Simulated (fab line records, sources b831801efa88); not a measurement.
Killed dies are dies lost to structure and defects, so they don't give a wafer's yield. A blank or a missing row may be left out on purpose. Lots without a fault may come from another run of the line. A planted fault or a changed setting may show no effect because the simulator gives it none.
Problem report in the 8D (eight disciplines) form, filled by code | flow sky130 | the parts of the form that need people (team, actions taken, sign-off) are left out

1. THE PROBLEM
CAPM_TIN_RS at SKY_CAPM_RS_MEAS_03 reads a mean of 6.57 ohm/sq on 1 wafer of 1 lot; wafers without a fault read 6.96 ohm/sq with a standard deviation of 0.089. That is -4.4 standard deviations from the usual mean.
The step: measures by four-point-probe.
First seen on wafer L253.4, day 39 11:59, on film_metro-01. The record holds 29 wafers of 10 lots with a number at this step. Rule for "out", or "out of limits": more than 4 standard deviations from the usual mean. The other wafers with a number count as sound.

2. WHAT IT IS AND WHAT IT IS NOT
question                    | is                | is not
which readings at this step | CAPM_TIN_RS       | -
which lots                  | L253              | L244, L245, L257, L260, L263, L264, L265, L266, L267
which wafers of those lots  | L253.4            | L253.5
read on which gauges        | film_metro-01     | film_metro-02
when                        | from day 39 11:59 | up to then (7 sound wafers); but 21 sound wafers of L257, L260, L263, L264, L265, L266, L267 came after

3. SUSPECTS, AND WHAT RULES EACH OUT
Counting: a tool at a process step up to the reading stays a suspect if it ran every lot that is out. Sound lots after the first of them don't rule it out here, since some wafers of a struck lot are sound.
- the gauge at SKY_CAPM_RS_MEAS_03: kept. All the wafers that are out were read on film_metro-01, and no step on other tools shows them out.
- rie_metal-02 at SKY_METAL1_ETCH_18 (etches BARC in N2/H2, stops on SiO2, time 45.9 s, target depth 60 nm): kept. It ran the lot that is out, L253 (day 36 00:58).
- pvd_sputter-04 at SKY_CAPM_SPUTTER_02 (material TiN, target thk 200 nm, time 166.7 s): kept. It ran the lot that is out, L253 (day 39 11:49); its last sound lot up to then is L244 (day 36 22:02).
- Within rie_metal-02 at SKY_METAL1_ETCH_18: the wafers that are out ran in chamber 0; their sound lot-mates ran in chamber 1.
Left after counting: rie_metal-02 at SKY_METAL1_ETCH_18, pvd_sputter-04 at SKY_CAPM_SPUTTER_02, film_metro-01 at SKY_CAPM_RS_MEAS_03.

4. THE CAUSE (what the simulator had put in)
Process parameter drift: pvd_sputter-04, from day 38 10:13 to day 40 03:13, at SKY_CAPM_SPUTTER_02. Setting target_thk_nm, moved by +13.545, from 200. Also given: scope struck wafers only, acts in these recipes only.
Counting left 3 suspects, and this tool is among them.

5. THE CHAIN OF EFFECTS, in route order
Each row: a reading whose mean over the struck wafers that have a number lies more than 3 standard deviations from the usual. Only readings for which the record gives a usual standard deviation are gone through. hours: the time from each lot's start at the first step in this table that gives one to its start at this step, as a median over the lots. sigmas: the change in usual standard deviations.
hours | step                   | reading            | usual       | on struck wafers | change | sigmas
0     | SKY_CAPM_RS_MEAS_03    | CAPM_TIN_RS        | 6.96 ohm/sq | 6.57             | -0.39  | -4.4
0     | SKY_CAPM_THK_MEAS_04   | CAPM_TIN_THK       | 198.3 nm    | 209.5            | +11.2  | +4.0
25    | SKY_CAPM_METAL_ETCH_13 | throttle_valve_pct | 21.904 %    | 21.872           | -0.032 | -3.4
The process steps in it:
- SKY_CAPM_METAL_ETCH_13: etches TiN in Cl2/BCl3, stops on SiO2, target depth 220 nm, time 62.9 s.

6. WHAT WOULD HAVE CAUGHT IT SOONER
In this record the first reading out of limits at a measuring or inspecting step was taken at day 39 11:59, 26 hours after the fault began at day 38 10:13.
Of the tool readings at SKY_CAPM_SPUTTER_02 for which the record gives a usual standard deviation, none was out on any struck wafer, so an alarm limit of 4 standard deviations on them would not have fired.
All the lots that are out (1) had begun SKY_CAPM_SPUTTER_02 on pvd_sputter-04 by day 39 11:59. A hold on the tool at that time would have spared none of them.
